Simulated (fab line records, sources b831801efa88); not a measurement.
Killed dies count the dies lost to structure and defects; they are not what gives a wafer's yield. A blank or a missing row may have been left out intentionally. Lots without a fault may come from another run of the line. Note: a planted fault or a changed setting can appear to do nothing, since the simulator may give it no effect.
fab line records :: flow gf180mcu
record:
  lots: 5
  wafers: 23
route steps=602 shown TOP_METAL@583 PASSIVATION@599
start_h: hours from the record's first day to the start of the lot's first wafer shown :: wait_h: hours since the lot's step before :: " same as the row above :: L1.1+2: a single row standing in for several wafers :: - value missing, or start not given :: * or withheld: withheld :: < > ~ a bound
route shown NAME@n: names a module that has steps shown in the file, with the first one's number in the route :: usual: mean/standard deviation taken from wafers without a fault :: same: alike in all rows :: chamber/n: place in a boat :: sites: each site's reading :: _std_site: standard deviation of those values :: _edge_site: outer sites' mean less inner sites' :: radius_mm: for every site, how far away it sits from the centre of the wafer :: mask NAME#n: copy n :: behind: tool/chamber where the wafer was last shaped :: hold: why the lot was held/for how many hours/how that ended :: device: which transistor (n, p or np) failed to switch :: end of line: at the end of the route, the tests of the same wafers :: a step given without rows: its recipe and nothing more :: killed: dies lost to structure and defects at the first sort, not the wafer's yield :: map: the dies of a wafer, with x for killed, . for not killed, _ for no die there
set.NAME: the setting as run; set.NAME@STEP: as run at that earlier step :: model.NAME: the simulator's own value behind a step, which no gauge read
one table per step and one row per wafer, for lots whose settings were changed on purpose
== steps ==
step: GF_TOP_METAL_METAL_ETCH_16
recipe:
  chemistry: Cl2/BCl3
  mask_material: NOVOLAK
  target_depth_nm: 1077.5
  stop_on: SiO2
  pressure_mtorr: 8
  icp_w: 800
  bias_w: 140
  Cl2_flow_sccm: 80
  bcl3_flow_sccm: 40
  time_s: 179.6
lot.wafer: L074.2+4+6
tool: rie_metal-04
chamber: 1,0,0
start_h: 647.02
wait_h: 0.0
set.pressure_mtorr: 8

lot.wafer: L076.1+2+3+5+6
tool: rie_metal-01
chamber: 0,1,0,1,0
start_h: 664.35
wait_h: 0.0
set.pressure_mtorr: 8

lot.wafer: L077.1+3+4+5+6
tool: rie_metal-01
chamber: 0,0,1,0,1
start_h: 671.90
wait_h: 0.0
set.pressure_mtorr: 6.847

lot.wafer: L081.2+3+4+5+6
tool: rie_metal-04
chamber: 1
start_h: 703.95
wait_h: 0.1
set.pressure_mtorr: 8

lot.wafer: L084.1+2+3+4+5
tool: rie_metal-01
chamber: 1,0,1,0,1
start_h: 726.52
wait_h: 0.0
set.pressure_mtorr: 8
step: GF_TOP_METAL_STRIP_17
recipe:
  chemistry: O2/N2
  power_w: 1400
  pressure_mtorr: 1500
  platen_temp_c: 250
  o2_flow_sccm: 3000
  n2_flow_sccm: 300
  overash_fraction: 0.5
usual:
  strip_time_to_endpoint_s: 13.44/0.083
lot.wafer: L074.2
tool: plasma_asher-03
chamber: 0
start_h: 647.20
wait_h: 0.1
set.resist_thk_nm@TOP_METAL_COAT_09: 1500
strip_time_to_endpoint_s: 13.47

lot.wafer: L074.4
tool: plasma_asher-03
chamber: 0
start_h: 647.20
wait_h: 0.1
set.resist_thk_nm@TOP_METAL_COAT_09: 1500
strip_time_to_endpoint_s: 13.53

lot.wafer: L074.6
tool: plasma_asher-03
chamber: 1
start_h: 647.20
wait_h: 0.1
set.resist_thk_nm@TOP_METAL_COAT_09: 1500
strip_time_to_endpoint_s: 13.51

lot.wafer: L076.1
tool: plasma_asher-03
chamber: 1
start_h: 664.53
wait_h: 0.1
set.resist_thk_nm@TOP_METAL_COAT_09: 1500
strip_time_to_endpoint_s: 13.44

lot.wafer: L076.2
tool: plasma_asher-03
chamber: 0
start_h: 664.53
wait_h: 0.1
set.resist_thk_nm@TOP_METAL_COAT_09: 1500
strip_time_to_endpoint_s: 13.42

lot.wafer: L076.3
tool: plasma_asher-03
chamber: 0
start_h: 664.53
wait_h: 0.1
set.resist_thk_nm@TOP_METAL_COAT_09: 1500
strip_time_to_endpoint_s: 13.41

lot.wafer: L076.5
tool: plasma_asher-03
chamber: 1
start_h: 664.53
wait_h: 0.1
set.resist_thk_nm@TOP_METAL_COAT_09: 1500
strip_time_to_endpoint_s: 13.42

lot.wafer: L076.6
tool: plasma_asher-03
chamber: 0
start_h: 664.53
wait_h: 0.1
set.resist_thk_nm@TOP_METAL_COAT_09: 1500
strip_time_to_endpoint_s: 13.40

lot.wafer: L077.1
tool: plasma_asher-03
chamber: 0
start_h: 672.08
wait_h: 0.1
set.resist_thk_nm@TOP_METAL_COAT_09: 1463
strip_time_to_endpoint_s: 13.07

lot.wafer: L077.3
tool: plasma_asher-03
chamber: 1
start_h: 672.08
wait_h: 0.1
set.resist_thk_nm@TOP_METAL_COAT_09: 1500
strip_time_to_endpoint_s: 13.51

lot.wafer: L077.4
tool: plasma_asher-03
chamber: 0
start_h: 672.08
wait_h: 0.1
set.resist_thk_nm@TOP_METAL_COAT_09: 1500
strip_time_to_endpoint_s: 13.53

lot.wafer: L077.5
tool: plasma_asher-03
chamber: 0
start_h: 672.08
wait_h: 0.1
set.resist_thk_nm@TOP_METAL_COAT_09: 1463
strip_time_to_endpoint_s: 13.12

lot.wafer: L077.6
tool: plasma_asher-03
chamber: 1
start_h: 672.08
wait_h: 0.1
set.resist_thk_nm@TOP_METAL_COAT_09: 1463
strip_time_to_endpoint_s: 13.10

lot.wafer: L081.2
tool: plasma_asher-03
chamber: 0
start_h: 704.24
wait_h: 0.2
set.resist_thk_nm@TOP_METAL_COAT_09: 1500
strip_time_to_endpoint_s: 13.56

lot.wafer: L081.3
tool: plasma_asher-03
chamber: 0
start_h: 704.24
wait_h: 0.2
set.resist_thk_nm@TOP_METAL_COAT_09: 1500
strip_time_to_endpoint_s: 13.55

lot.wafer: L081.4
tool: plasma_asher-03
chamber: 1
start_h: 704.24
wait_h: 0.2
set.resist_thk_nm@TOP_METAL_COAT_09: 1500
strip_time_to_endpoint_s: 13.62

lot.wafer: L081.5
tool: plasma_asher-03
chamber: 0
start_h: 704.24
wait_h: 0.2
set.resist_thk_nm@TOP_METAL_COAT_09: 1500
strip_time_to_endpoint_s: 13.58

lot.wafer: L081.6
tool: plasma_asher-03
chamber: 1
start_h: 704.24
wait_h: 0.2
set.resist_thk_nm@TOP_METAL_COAT_09: 1500
strip_time_to_endpoint_s: 13.61

lot.wafer: L084.1
tool: plasma_asher-03
chamber: 1
start_h: 726.70
wait_h: 0.1
set.resist_thk_nm@TOP_METAL_COAT_09: 1562
strip_time_to_endpoint_s: 14.15

lot.wafer: L084.2
tool: plasma_asher-03
chamber: 0
start_h: 726.70
wait_h: 0.1
set.resist_thk_nm@TOP_METAL_COAT_09: 1562
strip_time_to_endpoint_s: 14.14

lot.wafer: L084.3
tool: plasma_asher-03
chamber: 0
start_h: 726.70
wait_h: 0.1
set.resist_thk_nm@TOP_METAL_COAT_09: 1500
strip_time_to_endpoint_s: 13.43

lot.wafer: L084.4
tool: plasma_asher-03
chamber: 1
start_h: 726.70
wait_h: 0.1
set.resist_thk_nm@TOP_METAL_COAT_09: 1500
strip_time_to_endpoint_s: 13.37

lot.wafer: L084.5
tool: plasma_asher-03
chamber: 0
start_h: 726.70
wait_h: 0.1
set.resist_thk_nm@TOP_METAL_COAT_09: 1500
strip_time_to_endpoint_s: 13.36
step: GF_PASSIVATION_STRIP_12
recipe:
  chemistry: O2/N2
  power_w: 1400
  pressure_mtorr: 1500
  platen_temp_c: 250
  o2_flow_sccm: 3000
  n2_flow_sccm: 300
  overash_fraction: 0.5
usual:
  oes_product_au: 0.719/0.0045
  strip_time_to_endpoint_s: 34.98/0.2
lot.wafer: L074.2
tool: plasma_asher-04
chamber: 0
start_h: 667.92
wait_h: 0.1
set.pressure_mtorr: 1500
oes_product_au: 0.721
strip_time_to_endpoint_s: 35.03

lot.wafer: L074.4
tool: plasma_asher-04
chamber: 1
start_h: 667.92
wait_h: 0.1
set.pressure_mtorr: 1500
oes_product_au: 0.719
strip_time_to_endpoint_s: 35.13

lot.wafer: L074.6
tool: plasma_asher-04
chamber: 0
start_h: 667.92
wait_h: 0.1
set.pressure_mtorr: 1500
oes_product_au: 0.713
strip_time_to_endpoint_s: 35.13

lot.wafer: L076.1
tool: plasma_asher-01
chamber: 0
start_h: 684.69
wait_h: 0.1
set.pressure_mtorr: 1439
oes_product_au: 0.717
strip_time_to_endpoint_s: 35.20

lot.wafer: L076.2
tool: plasma_asher-01
chamber: 1
start_h: 684.69
wait_h: 0.1
set.pressure_mtorr: 1439
oes_product_au: 0.708
strip_time_to_endpoint_s: 35.42

lot.wafer: L076.3
tool: plasma_asher-01
chamber: 1
start_h: 684.69
wait_h: 0.1
set.pressure_mtorr: 1439
oes_product_au: 0.718
strip_time_to_endpoint_s: 35.37

lot.wafer: L076.5
tool: plasma_asher-01
chamber: 0
start_h: 684.69
wait_h: 0.1
set.pressure_mtorr: 1439
oes_product_au: 0.705
strip_time_to_endpoint_s: 35.41

lot.wafer: L076.6
tool: plasma_asher-01
chamber: 1
start_h: 684.69
wait_h: 0.1
set.pressure_mtorr: 1439
oes_product_au: 0.712
strip_time_to_endpoint_s: 35.43

lot.wafer: L077.1
tool: plasma_asher-04
chamber: 1
start_h: 692.24
wait_h: 0.1
set.pressure_mtorr: 1677
oes_product_au: 0.735
strip_time_to_endpoint_s: 33.84

lot.wafer: L077.3
tool: plasma_asher-04
chamber: 0
start_h: 692.24
wait_h: 0.1
set.pressure_mtorr: 1677
oes_product_au: 0.733
strip_time_to_endpoint_s: 33.88

lot.wafer: L077.4
tool: plasma_asher-04
chamber: 1
start_h: 692.24
wait_h: 0.1
set.pressure_mtorr: 1677
oes_product_au: 0.729
strip_time_to_endpoint_s: 33.90

lot.wafer: L077.5
tool: plasma_asher-04
chamber: 0
start_h: 692.24
wait_h: 0.1
set.pressure_mtorr: 1677
oes_product_au: 0.728
strip_time_to_endpoint_s: 33.75

lot.wafer: L077.6
tool: plasma_asher-04
chamber: 1
start_h: 692.24
wait_h: 0.1
set.pressure_mtorr: 1677
oes_product_au: 0.736
strip_time_to_endpoint_s: 33.91

lot.wafer: L081.2
tool: plasma_asher-04
chamber: 0
start_h: 722.92
wait_h: 0.1
set.pressure_mtorr: 1500
oes_product_au: 0.726
strip_time_to_endpoint_s: 34.85

lot.wafer: L081.3
tool: plasma_asher-04
chamber: 0
start_h: 722.92
wait_h: 0.1
set.pressure_mtorr: 1500
oes_product_au: 0.716
strip_time_to_endpoint_s: 34.83

lot.wafer: L081.4
tool: plasma_asher-04
chamber: 1
start_h: 722.92
wait_h: 0.1
set.pressure_mtorr: 1500
oes_product_au: 0.717
strip_time_to_endpoint_s: 35.06

lot.wafer: L081.5
tool: plasma_asher-04
chamber: 1
start_h: 722.92
wait_h: 0.1
set.pressure_mtorr: 1500
oes_product_au: 0.719
strip_time_to_endpoint_s: 35.00

lot.wafer: L081.6
tool: plasma_asher-04
chamber: 0
start_h: 722.92
wait_h: 0.1
set.pressure_mtorr: 1500
oes_product_au: 0.715
strip_time_to_endpoint_s: 34.86

lot.wafer: L084.1
tool: plasma_asher-04
chamber: 0
start_h: 745.09
wait_h: 0.1
set.pressure_mtorr: 1692
oes_product_au: 0.739
strip_time_to_endpoint_s: 33.99

lot.wafer: L084.2
tool: plasma_asher-04
chamber: 1
start_h: 745.09
wait_h: 0.1
set.pressure_mtorr: 1692
oes_product_au: 0.736
strip_time_to_endpoint_s: 34.37

lot.wafer: L084.3
tool: plasma_asher-04
chamber: 1
start_h: 745.09
wait_h: 0.1
set.pressure_mtorr: 1692
oes_product_au: 0.725
strip_time_to_endpoint_s: 34.24

lot.wafer: L084.4
tool: plasma_asher-04
chamber: 0
start_h: 745.09
wait_h: 0.1
set.pressure_mtorr: 1692
oes_product_au: 0.738
strip_time_to_endpoint_s: 34.29

lot.wafer: L084.5
tool: plasma_asher-04
chamber: 1
start_h: 745.09
wait_h: 0.1
set.pressure_mtorr: 1692
oes_product_au: 0.737
strip_time_to_endpoint_s: 34.29
== key ==
split:
  step: GF_TOP_METAL_METAL_ETCH_16
  setting: pressure_mtorr
  stated: 8
  by: lot
response none clear
split:
  step: GF_PASSIVATION_STRIP_12
  setting: pressure_mtorr
  stated: 1500
  by: lot
response:
  step: GF_PASSIVATION_STRIP_12
  reading: oes_product_au
  change: +0.00128
  per: 1%
  r: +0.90
response:
  step: GF_PASSIVATION_STRIP_12
  reading: strip_time_to_endpoint_s
  change: *
  per: 1%
  r: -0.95
split outside_this_file step=GF_TOP_METAL_COAT_09 setting=resist_thk_nm
split outside_this_file: this setting was split too, and the file shows its column; the key of that split is in another file
